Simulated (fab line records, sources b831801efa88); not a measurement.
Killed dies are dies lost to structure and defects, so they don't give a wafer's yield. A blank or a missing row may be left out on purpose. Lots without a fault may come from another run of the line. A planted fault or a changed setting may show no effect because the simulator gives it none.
A struck lot beside a sound one | flow sfq_line | 14 steps out of a route of 325
Sound: wafers L551.2, L551.4, L551.5. Struck: wafers L556.2, L556.3, L556.4. The cause comes at the end.
At each step with rows: each side's tool, then ch and its chambers, then its first start. Under that, the readings that differ: sound wafers | struck wafers | difference of the means | sigmas: that difference in standard deviations of wafers without a fault.
alike: readings whose means differ by less than 2 such deviations, and words and numbers that are the same on both sides. not compared: withheld readings, readings that some wafer has no value for, bounds like >300 that may hide the same value, and numbers for which the record gives no deviation and whose values overlap.
The two part at a step that has a row with sigmas, a row that says differs or no value, or rows on one side only. Numbers that don't overlap but have no deviation are shown without sigmas and don't part them. A reading that every wafer of one side lacks parts them only if that side has two wafers or more.

first, 3 steps without rows for these wafers: SFQ_TRILAYER_I7_VIA_LITHO_EXPOSE_188 (exposes mask I7, target cd 1000 nm); SFQ_TRILAYER_I7_VIA_LITHO_PEB_190 (peb time 60 s); SFQ_TRILAYER_I7_VIA_LITHO_DEVELOP_189 (time 60 s).
SFQ_I7_OVL_MEAS_947:
  sound on overlay-01, day 71 15:22; struck on overlay-01, day 73 02:15
  reading     | sound   | struck   | difference | sigmas
  I7_OVL (nm) | -2 10 4 | -5 -2 -9 | -9         | -2
SFQ_TRILAYER_I7_VIA_BARC_OPEN_VIA_ETCH_260: etches BARC in O2, target depth 125 nm, time 41.7 s.
  sound on rie_diel-04 ch 0,1,3, day 71 15:23; struck on rie_diel-04 ch 1,2,3, day 73 02:17
  alike: drypump_motor_current_A, oes_product_au, rf_fwd_power_W
  not compared: rf_hours_counter_h
SFQ_TRILAYER_I7_VIA_ETCH_VIA_ETCH_190: etches SiO2 in CHF3, stops on Nb, target depth 260 nm.
  sound on rie_diel-04 ch 0,1,3, day 71 15:26; struck on rie_diel-04 ch 1,2,3, day 73 02:19
  alike: drypump_motor_current_A, oes_product_au, rf_fwd_power_W
SFQ_TRILAYER_I7_VIA_STRIP_STRIP_191: strips in O2.
  sound on rie_metal-04 ch 0,1, day 71 15:32; struck on rie_metal-04 ch 0,1, day 73 02:26
  alike: drypump_motor_current_A, oes_product_au
  not compared: rf_hours_counter_h
then, 5 steps without rows for these wafers: SFQ_TRILAYER_I7_VIA_STRIP_SOLV_CLEAN_192 (cleans in NMP, time 600 s); SFQ_TRILAYER_M8_LITHO_LOR_COAT_197; SFQ_TRILAYER_M8_LITHO_LOR_BAKE_198; SFQ_TRILAYER_M8_LITHO_COAT_193 (resist thk 600 nm); SFQ_TRILAYER_M8_LITHO_SOFTBAKE_199.
SFQ_TRILAYER_M8_LITHO_EXPOSE_194: exposes mask M8, target cd 2000 nm.
  sound on krf_scanner-02 ch 0, day 72 03:20; struck on krf_scanner-02, day 73 07:02
  no value came back on the struck wafers for exposure_dose_mJ_cm2, focus_offset_nm (nm), sigma_outer, stage_vel_mm_s (mm/s); on the sound wafers exposure_dose_mJ_cm2 reads 14.433 14.399 14.420
  alike: mask
then, 1 step without rows for these wafers: SFQ_TRILAYER_M8_LITHO_PEB_196 (peb time 60 s).

WHERE THEY PART
First at SFQ_I7_OVL_MEAS_947; last, within this record, at SFQ_TRILAYER_M8_LITHO_EXPOSE_194.

WHY: what the simulator had put in
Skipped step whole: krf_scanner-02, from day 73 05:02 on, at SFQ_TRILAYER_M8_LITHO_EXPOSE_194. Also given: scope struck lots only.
